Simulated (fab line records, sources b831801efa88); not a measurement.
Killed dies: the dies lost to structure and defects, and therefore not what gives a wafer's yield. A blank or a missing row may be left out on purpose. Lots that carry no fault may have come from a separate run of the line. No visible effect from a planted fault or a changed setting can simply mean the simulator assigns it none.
One fault through the eyes of 2 desks / flow gf180mcu / numbers are kept per desk, each desk with only its own; the story behind them comes last

== DESK OF THE TOOL OWNER: litho-track-04 ==
The tool's own readings at GF_M2_PEB_12 (peb time 90 s): means of the sampled wafers that have a number, for each lot that ran on this tool. The brackets show how far a lot's mean lies from the usual mean; more than 4 standard deviations puts the lot out of limits, marked OUT.
Columns: A = chill-plate-temp-C at GF_M2_PEB_12, usual 23.00 C
lot=L694; first seen here=day 19 14:32; A=23.02
lot=L701; first seen here=day 22 00:08; A=22.91
lot=L702; first seen here=day 22 13:29; A=23.02
lot=L705; first seen here=day 23 05:43; A=23.04
Result from this desk: across the 4 lots, nothing is out of limits.

== AT THE METROLOGY DESK ==
What the gauges read for every lot (on any tool): the sampled wafers with a number, averaged. The brackets show how far a lot's mean lies from the usual mean; more than 4 standard deviations puts the lot out of limits, marked OUT.
Columns: A = cd-nm at GF_M1_CD_MEAS_14, usual 229.8 nm; B = M2_ALCU_THK at GF_M2_THK_MEAS_06, usual 457 nm; C = cd-nm at GF_M2_CD_MEAS_14, usual 279.6 nm; D = V2_OVL at GF_V2_OVL_MEAS_15, usual -3 nm
lot=L693; first seen here=day 16 19:59; A=228.6; B=454; C=279.9; D=0
lot=L694; first seen here=day 17 11:54; A=230.0; B=454; C=279.0; D=-7
lot=L696; first seen here=day 17 19:08; A=228.7; B=456; C=280.5; D=0
lot=L698; first seen here=day 18 12:34; A=229.8; B=442; C=278.2; D=-4
lot=L700; first seen here=day 19 10:56; A=230.0; B=462; C=278.5; D=-1
lot=L701; first seen here=day 19 21:52; A=230.2; B=463; C=279.6; D=0
lot=L702; first seen here=day 20 11:39; A=230.4; B=454; C=278.6; D=-3
lot=L703; first seen here=day 20 12:34; A=229.5; B=453; C=278.5; D=3
lot=L705; first seen here=day 21 04:07; A=230.0; B=459; C=276.8; D=2
lot=L713; first seen here=day 23 23:24; A=229.3; B=465; C=280.5; D=-6
lot=L714; first seen here=day 24 09:53; A=230.1; B=461; C=280.9; D=-2
lot=L715; first seen here=day 24 10:58; A=231.2; B=461; C=280.3; D=-0
lot=L716; first seen here=day 24 23:18; A=230.2; B=447; C=278.5; D=-9
Result from this desk: across the 13 lots, nothing is out of limits.

== PUT TOGETHER ==
The desk of the tool owner found nothing out of limits.
At the metrology desk, nothing out of limits was observed.

== WHAT THE SIMULATOR HAD PUT IN ==
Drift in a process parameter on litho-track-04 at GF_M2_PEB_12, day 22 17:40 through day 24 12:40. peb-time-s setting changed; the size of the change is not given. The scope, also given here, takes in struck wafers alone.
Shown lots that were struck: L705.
